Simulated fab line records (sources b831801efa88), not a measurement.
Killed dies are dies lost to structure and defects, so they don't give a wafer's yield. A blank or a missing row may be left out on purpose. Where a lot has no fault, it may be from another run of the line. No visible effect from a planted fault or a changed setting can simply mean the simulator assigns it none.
fab line records    flow sky130    part 1 of 2: steps 1 to 30 of 42
record lots=5  wafers=15  last-day=49
route steps=708 shown LDD_N@241 LDD_P@255 LDD_HVN@267 LDD_HVP@278
lots with no fault: from the same line, run without faults
start-h: hours from the record's opening day to when the first of the lot's shown wafers began    wait-h: how many hours have passed since the lot's step before this one    " as in the row above    L1.1+2: a single row standing in for several wafers    - no value, or no start was given    * or withheld: withheld    < > ~ a bound
route shown NAME@n: names a module that has steps shown in the file, with the first one's number in the route    usual: mean/standard deviation of fault-free wafers    same: alike in all rows    chamber/n: place in a boat    sites: per-site readings    _std_site: their standard deviation    _edge_site: mean of outer sites minus mean of inner sites    radius-mm: how far each site lies from the wafer's centre    mask NAME#n: copy n    behind: the most recent tool/chamber to have shaped the wafer    hold: the reason the lot was held/the length of the hold in hours/how it ended    device: which transistor (n, p or np) failed to switch    end of line: the route-end tests of the same wafers    step lacking rows: just its recipe    killed: dies that structure and defects cost at the first sort, which is not the same as the wafer's yield    map: a wafer's dies, x killed, . not, _ none there
set.NAME: the setting the step ran with; set.NAME@STEP: the setting that earlier step ran with    model.NAME: the simulator's own value behind a step, which no gauge read
lots seen at some steps along the route; tables by step, rows by wafer
services: a tool's chamber out of use, with start hour (start-h, from the record's first day; less than 0 if before it), hours out, and reason
## steps
# step SKY_LDD_N_EXPOSE_04
# recipe mask-id=NTM  target-cd-nm=840  na=0.6  source-shape=conventional  sigma-outer=0.6  dose-mj=110
# usual stage-vel-mm-s=499.98/0.26
lot.wafer  tool              chamber  start-h  wait-h  mask   stage-vel-mm-s
L076.1     iline-stepper-02  0        -        -       NTM#0  499.45
L076.4     "                 0        "        "       NTM#0  500.03
L076.6     "                 0        "        "       NTM#0  499.69
L080.1     iline-stepper-01  0        -        -       NTM#0  499.90
L080.2     "                 0        "        "       NTM#0  499.69
L080.4     "                 0        "        "       NTM#0  499.86
L086.3     iline-stepper-01  0        -        -       NTM#0  500.09
L086.4     "                 0        "        "       NTM#0  499.79
L086.6     "                 0        "        "       NTM#0  500.10
L090.3     iline-stepper-02  0        -        -       NTM#0  500.31
L090.4     "                 0        "        "       NTM#0  500.16
L090.6     "                 0        "        "       NTM#0  500.32
L093.3     iline-stepper-02  0        -        -       NTM#0  500.08
L093.4     "                 0        "        "       NTM#0  500.35
L093.5     "                 0        "        "       NTM#0  500.15
# step SKY_LDD_N_PEB_05
# recipe temp-c=withheld  time-s=*  resist=NOVOLAK
lot.wafer   tool            chamber  start-h  wait-h
L076.1+4+6  litho-track-01  0        -        -
L080.1+2+4  litho-track-01  0        -        -
L086.3+4+6  litho-track-03  0        -        -
L090.3+4+6  litho-track-04  0        -        -
L093.3+4+5  litho-track-01  0        -        -
# step SKY_LDD_N_DEVELOP_06
# recipe develop-time-s=60  dev-temp-c=23
# same develop-time-s=60
lot.wafer   tool            chamber  start-h  wait-h
L076.1+4+6  litho-track-01  0        428.33   0.1
L080.1+2+4  litho-track-01  0        457.13   0.1
L086.3+4+6  litho-track-03  0        511.48   0.1
L090.3+4+6  litho-track-04  0        556.07   0.1
L093.3+4+5  litho-track-01  0        572.28   0.1
# step SKY_LDD_N_OVL_MEAS_07
# usual LDD_N_OVL=0.3/1.4
lot.wafer  tool        chamber  start-h  wait-h  LDD_N_OVL[nm]
L076.1     overlay-02  -        428.48   0.1     1.7
L076.4     "           -        "        "       3.5
L076.6     "           -        "        "       2.6
L080.1     overlay-02  -        457.28   0.1     0.7
L080.2     "           -        "        "       0.5
L080.4     "           -        "        "       1.2
L086.3     overlay-02  -        511.59   0.1     2.6
L086.4     "           -        "        "       0.4
L086.6     "           -        "        "       2.2
L090.3     overlay-01  -        556.18   0.1     1.0
L090.4     "           -        "        "       0.3
L090.6     "           -        "        "       0.7
L093.3     overlay-01  -        572.39   0.1     0.5
L093.4     "           -        "        "       -2.0
L093.5     "           -        "        "       1.4
# step SKY_LDD_N_IMPLANT_08
# recipe species=As  energy-kev=20  dose-cm2=7.5e+13  tilt-deg=withheld  rotation-deg=23
# usual beam-on-s=10.02/0.2
lot.wafer  tool          chamber  start-h  wait-h  beam-on-s
L076.1     implanter-02  0        428.52   0.0     10.31
L076.4     "             0        "        "       10.33
L076.6     "             0        "        "       9.89
L080.1     implanter-02  0        457.32   0.0     10.26
L080.2     "             0        "        "       9.78
L080.4     "             0        "        "       9.83
L086.3     implanter-02  0        511.67   0.1     9.93
L086.4     "             0        "        "       10.14
L086.6     "             0        "        "       10.15
L090.3     implanter-04  0        556.25   0.1     9.97
L090.4     "             0        "        "       10.06
L090.6     "             0        "        "       10.22
L093.3     implanter-01  0        572.46   0.1     9.99
L093.4     "             0        "        "       10.10
L093.5     "             0        "        "       10.19
# step SKY_LDD_N_IMPLANT_09
# recipe species=As  energy-kev=19.71  dose-cm2=7.5e+13  tilt-deg=withheld  rotation-deg=113
# usual beam-on-s=9.99/0.2
lot.wafer  tool          chamber  start-h  wait-h  beam-on-s
L076.1     implanter-02  0        428.67   0.1     9.99
L076.4     "             0        "        "       10.10
L076.6     "             0        "        "       10.17
L080.1     implanter-02  0        457.47   0.1     10.08
L080.2     "             0        "        "       10.07
L080.4     "             0        "        "       9.80
L086.3     implanter-02  0        511.82   0.1     10.33
L086.4     "             0        "        "       9.84
L086.6     "             0        "        "       10.16
L090.3     implanter-04  0        556.40   0.1     9.78
L090.4     "             0        "        "       10.01
L090.6     "             0        "        "       10.01
L093.3     implanter-01  0        572.61   0.1     9.90
L093.4     "             0        "        "       9.95
L093.5     "             0        "        "       10.05
# step SKY_LDD_N_IMPLANT_10
# recipe species=As  energy-kev=20  dose-cm2=7.5e+13  tilt-deg=withheld  rotation-deg=203
# usual beam-on-s=9.98/0.21
lot.wafer  tool          chamber  start-h  wait-h  beam-on-s
L076.1     implanter-02  0        428.82   0.1     9.80
L076.4     "             0        "        "       10.17
L076.6     "             0        "        "       9.73
L080.1     implanter-02  0        457.62   0.1     9.92
L080.2     "             0        "        "       9.92
L080.4     "             0        "        "       10.35
L086.3     implanter-02  0        511.97   0.1     10.01
L086.4     "             0        "        "       10.06
L086.6     "             0        "        "       9.78
L090.3     implanter-04  0        556.55   0.1     9.67
L090.4     "             0        "        "       9.92
L090.6     "             0        "        "       10.17
L093.3     implanter-01  0        572.76   0.1     10.08
L093.4     "             0        "        "       10.00
L093.5     "             0        "        "       10.17
# step SKY_LDD_N_IMPLANT_11
# recipe species=As  energy-kev=20  dose-cm2=7.5e+13  tilt-deg=withheld  rotation-deg=293
# usual beam-on-s=10.01/0.2
lot.wafer  tool          chamber  start-h  wait-h  beam-on-s
L076.1     implanter-02  0        428.97   0.1     10.16
L076.4     "             0        "        "       9.90
L076.6     "             0        "        "       9.79
L080.1     implanter-02  0        457.77   0.1     9.83
L080.2     "             0        "        "       10.40
L080.4     "             0        "        "       10.19
L086.3     implanter-02  0        512.12   0.1     9.84
L086.4     "             0        "        "       10.05
L086.6     "             0        "        "       9.75
L090.3     implanter-04  0        556.70   0.1     10.37
L090.4     "             0        "        "       10.01
L090.6     "             0        "        "       9.99
L093.3     implanter-01  0        572.91   0.1     9.66
L093.4     "             0        "        "       10.00
L093.5     "             0        "        "       9.88
# step SKY_LDD_N_IMPLANT_12
# recipe species=BF2  energy-kev=50  dose-cm2=5e+12  tilt-deg=30  rotation-deg=0
# usual beam-on-s=9.99/0.2
lot.wafer  tool          chamber  start-h  wait-h  beam-on-s
L076.1     implanter-02  0        429.12   0.1     9.93
L076.4     "             0        "        "       10.09
L076.6     "             0        "        "       9.90
L080.1     implanter-02  0        457.92   0.1     10.05
L080.2     "             0        "        "       9.78
L080.4     "             0        "        "       9.92
L086.3     implanter-02  0        512.27   0.1     10.13
L086.4     "             0        "        "       9.92
L086.6     "             0        "        "       9.62
L090.3     implanter-04  0        556.85   0.1     10.09
L090.4     "             0        "        "       9.88
L090.6     "             0        "        "       10.06
L093.3     implanter-01  0        573.06   0.1     9.83
L093.4     "             0        "        "       10.00
L093.5     "             0        "        "       10.39
# step SKY_LDD_N_IMPLANT_13
# recipe species=BF2  energy-kev=50  dose-cm2=5e+12  tilt-deg=30  rotation-deg=90
# usual beam-on-s=10.00/0.21
lot.wafer  tool          chamber  start-h  wait-h  beam-on-s
L076.1     implanter-02  0        429.27   0.1     10.20
L076.4     "             0        "        "       10.19
L076.6     "             0        "        "       10.07
L080.1     implanter-02  0        458.07   0.1     10.37
L080.2     "             0        "        "       9.79
L080.4     "             0        "        "       9.95
L086.3     implanter-02  0        512.42   0.1     10.01
L086.4     "             0        "        "       9.98
L086.6     "             0        "        "       10.13
L090.3     implanter-04  0        557.00   0.1     10.30
L090.4     "             0        "        "       9.92
L090.6     "             0        "        "       9.51
L093.3     implanter-01  0        573.21   0.1     9.80
L093.4     "             0        "        "       9.91
L093.5     "             0        "        "       9.59
# step SKY_LDD_N_IMPLANT_14
# recipe species=BF2  energy-kev=49.63  dose-cm2=5e+12  tilt-deg=30  rotation-deg=180
# usual beam-on-s=10.00/0.19
lot.wafer  tool          chamber  start-h  wait-h  beam-on-s
L076.1     implanter-02  0        429.42   0.1     10.30
L076.4     "             0        "        "       9.78
L076.6     "             0        "        "       9.98
L080.1     implanter-02  0        458.22   0.1     10.14
L080.2     "             0        "        "       9.77
L080.4     "             0        "        "       9.84
L086.3     implanter-02  0        512.57   0.1     10.11
L086.4     "             0        "        "       9.84
L086.6     "             0        "        "       9.81
L090.3     implanter-04  0        557.15   0.1     9.82
L090.4     "             0        "        "       9.92
L090.6     "             0        "        "       9.86
L093.3     implanter-01  0        573.36   0.1     9.99
L093.4     "             0        "        "       10.15
L093.5     "             0        "        "       9.74
# step SKY_LDD_N_IMPLANT_15
# recipe species=BF2  energy-kev=50  dose-cm2=5e+12  tilt-deg=30  rotation-deg=270
# usual beam-on-s=9.97/0.21
lot.wafer  tool          chamber  start-h  wait-h  beam-on-s
L076.1     implanter-02  0        429.57   0.1     10.15
L076.4     "             0        "        "       10.08
L076.6     "             0        "        "       10.05
L080.1     implanter-02  0        458.37   0.1     9.82
L080.2     "             0        "        "       10.05
L080.4     "             0        "        "       9.97
L086.3     implanter-02  0        512.72   0.1     9.64
L086.4     "             0        "        "       10.13
L086.6     "             0        "        "       9.84
L090.3     implanter-04  0        557.30   0.1     9.84
L090.4     "             0        "        "       9.35
L090.6     "             0        "        "       10.09
L093.3     implanter-01  0        573.51   0.1     10.27
L093.4     "             0        "        "       9.99
L093.5     "             0        "        "       9.79
# step SKY_LDD_N_STRIP_16
# recipe chemistry=O2/N2  power-w=1400  pressure-mtorr=1500  platen-temp-c=withheld  o2-flow-sccm=3000  n2-flow-sccm=300  overash-fraction=0.5
# usual drypump-motor-current-A=5.64/0.23  n2-flow-sccm=300.0/0.99  oes-product-au=0.407/0.0043  strip-time-to-endpoint-s=4.314/0.014
lot.wafer  tool             chamber  start-h  wait-h  drypump-motor-current-A  n2-flow-sccm  oes-product-au  rf-hours-counter-h  strip-time-to-endpoint-s
L076.1     plasma-asher-01  0        429.72   0.1     5.60                     299.7         0.407           32                  4.308
L076.4     "                1        "        "       5.47                     300.1         0.411           -                   4.344
L076.6     "                1        "        "       5.48                     301.9         0.401           -                   4.294
L080.1     plasma-asher-01  1        458.52   0.1     5.45                     300.6         0.403           35                  4.328
L080.2     "                0        "        "       5.59                     300.0         0.407           35                  4.330
L080.4     "                1        "        "       5.46                     299.4         0.412           -                   4.322
L086.3     plasma-asher-03  1        512.85   0.1     5.73                     300.3         0.405           -                   4.281
L086.4     "                0        "        "       5.29                     300.6         0.405           -                   4.316
L086.6     "                1        "        "       5.77                     300.2         0.403           -                   4.305
L090.3     plasma-asher-01  0        557.44   0.1     5.56                     299.9         0.413           -                   4.334
L090.4     "                1        "        "       5.44                     299.0         0.408           -                   4.315
L090.6     "                1        "        "       5.46                     299.6         0.403           -                   4.325
L093.3     plasma-asher-04  1        573.65   0.1     5.93                     299.6         0.413           -                   4.308
L093.4     "                0        "        "       5.65                     299.1         0.414           -                   4.315
L093.5     "                1        "        "       5.95                     299.1         0.405           -                   4.307
# step SKY_LDD_N_TW_MEAS_17
# usual LDD_N_TW=2559/18
lot.wafer  tool           chamber  start-h  wait-h  LDD_N_TW
L076.1     film-metro-04  -        429.82   0.1     2538
L076.4     "              -        "        "       2555
L076.6     "              -        "        "       2540
L080.1     film-metro-02  -        458.62   0.1     2535
L080.2     "              -        "        "       2536
L080.4     "              -        "        "       2533
L086.3     film-metro-03  -        512.94   0.1     2597
L086.4     "              -        "        "       2610
L086.6     "              -        "        "       2585
L090.3     film-metro-04  -        557.52   0.1     2539
L090.4     "              -        "        "       2547
L090.6     "              -        "        "       2541
L093.3     film-metro-02  -        573.73   0.1     2573
L093.4     "              -        "        "       2545
L093.5     "              -        "        "       2575
# step SKY_LDD_P_DEHYDRATE_00
# recipe temp-c=200  time-s=60
lot.wafer   tool            chamber  start-h  wait-h
L076.1+4+6  litho-track-01  0        445.33   15.5
L080.1+2+4  litho-track-04  0        472.97   14.3
L086.3+4+6  litho-track-04  0        527.77   14.8
L090.3+4+6  litho-track-01  0        572.43   14.9
L093.3+4+5  litho-track-02  0        588.61   14.9
# step SKY_LDD_P_HMDS_01
# recipe prime-time-s=60  prime-temp-c=120
# same prime-time-s=60
lot.wafer   tool            chamber  start-h  wait-h
L076.1+4+6  litho-track-01  0        445.48   0.1
L080.1+2+4  litho-track-04  0        473.12   0.1
L086.3+4+6  litho-track-04  0        527.92   0.1
L090.3+4+6  litho-track-01  0        572.58   0.1
L093.3+4+5  litho-track-02  0        588.76   0.1
# step SKY_LDD_P_COAT_02
# recipe resist=NOVOLAK  spin-rpm=3000  resist-thk-nm=1140
lot.wafer   tool            chamber  start-h  wait-h
L076.1+4+6  litho-track-01  0        445.63   0.1
L080.1+2+4  litho-track-04  0        473.27   0.1
L086.3+4+6  litho-track-04  0        528.07   0.1
L090.3+4+6  litho-track-01  0        572.73   0.1
L093.3+4+5  litho-track-02  0        588.91   0.1
# step SKY_LDD_P_SOFTBAKE_03
# recipe temp-c=90  time-s=60  resist=NOVOLAK
lot.wafer   tool            chamber  start-h  wait-h
L076.1+4+6  litho-track-01  0        445.78   0.1
L080.1+2+4  litho-track-04  0        473.42   0.1
L086.3+4+6  litho-track-04  0        528.22   0.1
L090.3+4+6  litho-track-01  0        572.88   0.1
L093.3+4+5  litho-track-02  0        589.06   0.1
# step SKY_LDD_P_EXPOSE_04
# recipe mask-id=PSDM  na=0.6  source-shape=conventional  sigma-outer=0.6  polarization=unpolarized  target-cd-nm=380  dose-mj=138
# usual stage-vel-mm-s=500.04/0.25
lot.wafer  tool              chamber  start-h  wait-h  mask    stage-vel-mm-s
L076.1     iline-stepper-02  0        -        -       PSDM#0  500.30
L076.4     "                 0        "        "       PSDM#0  500.14
L076.6     "                 0        "        "       PSDM#0  500.03
L080.1     iline-stepper-02  0        -        -       PSDM#0  500.05
L080.2     "                 0        "        "       PSDM#0  499.86
L080.4     "                 0        "        "       PSDM#0  500.26
L086.3     iline-stepper-01  0        -        -       PSDM#0  500.08
L086.4     "                 0        "        "       PSDM#0  500.04
L086.6     "                 0        "        "       PSDM#0  499.85
L090.3     iline-stepper-02  0        -        -       PSDM#0  499.80
L090.4     "                 0        "        "       PSDM#0  499.95
L090.6     "                 0        "        "       PSDM#0  499.77
L093.3     iline-stepper-01  0        -        -       PSDM#0  500.70
L093.4     "                 0        "        "       PSDM#0  500.22
L093.5     "                 0        "        "       PSDM#0  500.08
# step SKY_LDD_P_PEB_05
# recipe temp-c=withheld  time-s=*  resist=NOVOLAK
lot.wafer   tool            chamber  start-h  wait-h
L076.1+4+6  litho-track-02  0        -        -
L080.1+2+4  litho-track-02  0        -        -
L086.3+4+6  litho-track-01  0        -        -
L090.3+4+6  litho-track-01  0        -        -
L093.3+4+5  litho-track-02  0        -        -
# step SKY_LDD_P_DEVELOP_06
# recipe resist=NOVOLAK  developer=TMAH  develop-time-s=60  dev-temp-c=23
# same develop-time-s=60
lot.wafer   tool            chamber  start-h  wait-h
L076.1+4+6  litho-track-02  0        461.16   0.1
L080.1+2+4  litho-track-02  0        488.76   0.1
L086.3+4+6  litho-track-01  0        543.58   0.1
L090.3+4+6  litho-track-01  0        587.88   0.1
L093.3+4+5  litho-track-02  0        604.41   0.1
# step SKY_LDD_P_CD_MEAS_07
# recipe target-cd-nm=380
# usual cd-nm=380.2/2.4
lot.wafer  tool       chamber  start-h  wait-h  cd-nm
L076.1     cd-sem-01  -        461.31   0.1     385.1
L076.4     "          -        "        "       383.9
L076.6     "          -        "        "       382.7
L080.1     cd-sem-01  -        488.91   0.1     378.0
L080.2     "          -        "        "       377.3
L080.4     "          -        "        "       377.6
L086.3     cd-sem-02  -        543.72   0.1     379.6
L086.4     "          -        "        "       380.1
L086.6     "          -        "        "       379.4
L090.3     cd-sem-01  -        588.02   0.1     379.1
L090.4     "          -        "        "       377.3
L090.6     "          -        "        "       380.8
L093.3     cd-sem-01  -        604.55   0.1     380.3
L093.4     "          -        "        "       377.2
L093.5     "          -        "        "       380.7
# step SKY_LDD_P_OVL_MEAS_08
# usual LDD_P_OVL=0.0/1.2
lot.wafer  tool        chamber  start-h  wait-h  LDD_P_OVL[nm]
L076.1     overlay-02  -        461.43   0.1     -0.5
L076.4     "           -        "        "       1.1
L076.6     "           -        "        "       -0.9
L080.1     overlay-02  -        489.03   0.1     -1.5
L080.2     "           -        "        "       -0.9
L080.4     "           -        "        "       -2.1
L086.3     overlay-01  -        543.81   0.1     1.3
L086.4     "           -        "        "       -0.8
L086.6     "           -        "        "       -0.6
L090.3     overlay-01  -        588.11   0.1     -1.7
L090.4     "           -        "        "       0.5
L090.6     "           -        "        "       -1.8
L093.3     overlay-01  -        604.64   0.1     -0.3
L093.4     "           -        "        "       1.5
L093.5     "           -        "        "       0.2
# step SKY_LDD_P_IMPLANT_09
# recipe species=BF2  energy-kev=25  dose-cm2=1e+13  tilt-deg=withheld
# usual beam-on-s=10.00/0.2
lot.wafer  tool          chamber  start-h  wait-h  beam-on-s
L076.1     implanter-02  0        461.47   0.0     10.09
L076.4     "             0        "        "       10.15
L076.6     "             0        "        "       10.31
L080.1     implanter-02  0        489.07   0.0     9.68
L080.2     "             0        "        "       9.88
L080.4     "             0        "        "       9.87
L086.3     implanter-03  0        543.88   0.1     10.10
L086.4     "             0        "        "       10.25
L086.6     "             0        "        "       9.94
L090.3     implanter-03  0        588.18   0.1     9.87
L090.4     "             0        "        "       10.09
L090.6     "             0        "        "       10.24
L093.3     implanter-03  0        604.71   0.1     10.23
L093.4     "             0        "        "       10.21
L093.5     "             0        "        "       9.58
# step SKY_LDD_P_STRIP_10
# recipe chemistry=O2/N2  power-w=1400  pressure-mtorr=1500  platen-temp-c=withheld  o2-flow-sccm=3000  n2-flow-sccm=300  overash-fraction=0.5
# usual drypump-motor-current-A=5.51/0.22  n2-flow-sccm=299.8/0.87  oes-product-au=0.716/0.0045  strip-time-to-endpoint-s=14.19/0.042
lot.wafer  tool             chamber  start-h  wait-h  drypump-motor-current-A  n2-flow-sccm  oes-product-au  rf-hours-counter-h  strip-time-to-endpoint-s
L076.1     plasma-asher-01  0        461.62   0.1     5.58                     298.2         0.715           36                  14.20
L076.4     "                1        "        "       5.46                     299.9         0.718           -                   14.18
L076.6     "                1        "        "       5.47                     301.0         0.716           -                   14.19
L080.1     plasma-asher-03  1        489.22   0.1     5.71                     299.6         0.706           64                  14.13
L080.2     "                0        "        "       5.29                     300.0         0.713           64                  14.19
L080.4     "                0        "        "       5.28                     301.3         0.717           -                   14.24
L086.3     plasma-asher-02  1        544.02   0.1     5.25                     300.4         0.718           -                   14.15
L086.4     "                0        "        "       5.73                     299.2         0.717           -                   14.16
L086.6     "                1        "        "       5.28                     300.4         0.712           -                   14.17
L090.3     plasma-asher-02  0        588.32   0.1     5.76                     300.8         0.715           -                   14.24
L090.4     "                1        "        "       5.23                     299.6         0.714           -                   14.21
L090.6     "                1        "        "       5.26                     299.1         0.715           -                   14.22
L093.3     plasma-asher-03  1        604.85   0.1     5.76                     299.3         0.720           -                   14.14
L093.4     "                0        "        "       5.27                     301.0         0.717           -                   14.19
L093.5     "                0        "        "       5.26                     300.4         0.719           -                   14.11
# step SKY_LDD_P_TW_MEAS_11
# usual LDD_P_TW=634/5.3
lot.wafer  tool           chamber  start-h  wait-h  LDD_P_TW
L076.1     film-metro-01  -        461.72   0.1     636
L076.4     "              -        "        "       637
L076.6     "              -        "        "       636
L080.1     film-metro-02  -        489.32   0.1     630
L080.2     "              -        "        "       628
L080.4     "              -        "        "       625
L086.3     film-metro-01  -        544.10   0.1     644
L086.4     "              -        "        "       639
L086.6     "              -        "        "       639
L090.3     film-metro-02  -        588.40   0.1     630
L090.4     "              -        "        "       628
L090.6     "              -        "        "       629
L093.3     film-metro-03  -        604.93   0.1     631
L093.4     "              -        "        "       634
L093.5     "              -        "        "       636
# step SKY_LDD_HVN_DEHYDRATE_00
# recipe temp-c=200  time-s=60
lot.wafer   tool            chamber  start-h  wait-h
L076.1+4+6  litho-track-02  0        476.81   15.1
L080.1+2+4  litho-track-01  0        504.18   14.9
L086.3+4+6  litho-track-02  0        559.26   15.1
L090.3+4+6  litho-track-01  0        603.28   14.9
L093.3+4+5  litho-track-02  0        618.86   13.9
# step SKY_LDD_HVN_HMDS_01
# recipe prime-time-s=60  prime-temp-c=120
# same prime-time-s=60
lot.wafer   tool            chamber  start-h  wait-h
L076.1+4+6  litho-track-02  0        476.96   0.1
L080.1+2+4  litho-track-01  0        504.33   0.1
L086.3+4+6  litho-track-02  0        559.41   0.1
L090.3+4+6  litho-track-01  0        603.43   0.1
L093.3+4+5  litho-track-02  0        619.01   0.1
# step SKY_LDD_HVN_COAT_02
# recipe resist=NOVOLAK  spin-rpm=3000  resist-thk-nm=300
lot.wafer   tool            chamber  start-h  wait-h
L076.1+4+6  litho-track-02  0        477.11   0.1
L080.1+2+4  litho-track-01  0        504.48   0.1
L086.3+4+6  litho-track-02  0        559.56   0.1
L090.3+4+6  litho-track-01  0        603.58   0.1
L093.3+4+5  litho-track-02  0        619.16   0.1
# step SKY_LDD_HVN_SOFTBAKE_03
# recipe temp-c=90  time-s=60  resist=NOVOLAK
lot.wafer   tool            chamber  start-h  wait-h
L076.1+4+6  litho-track-02  0        477.26   0.1
L080.1+2+4  litho-track-01  0        504.63   0.1
L086.3+4+6  litho-track-02  0        559.71   0.1
L090.3+4+6  litho-track-01  0        603.73   0.1
L093.3+4+5  litho-track-02  0        619.31   0.1
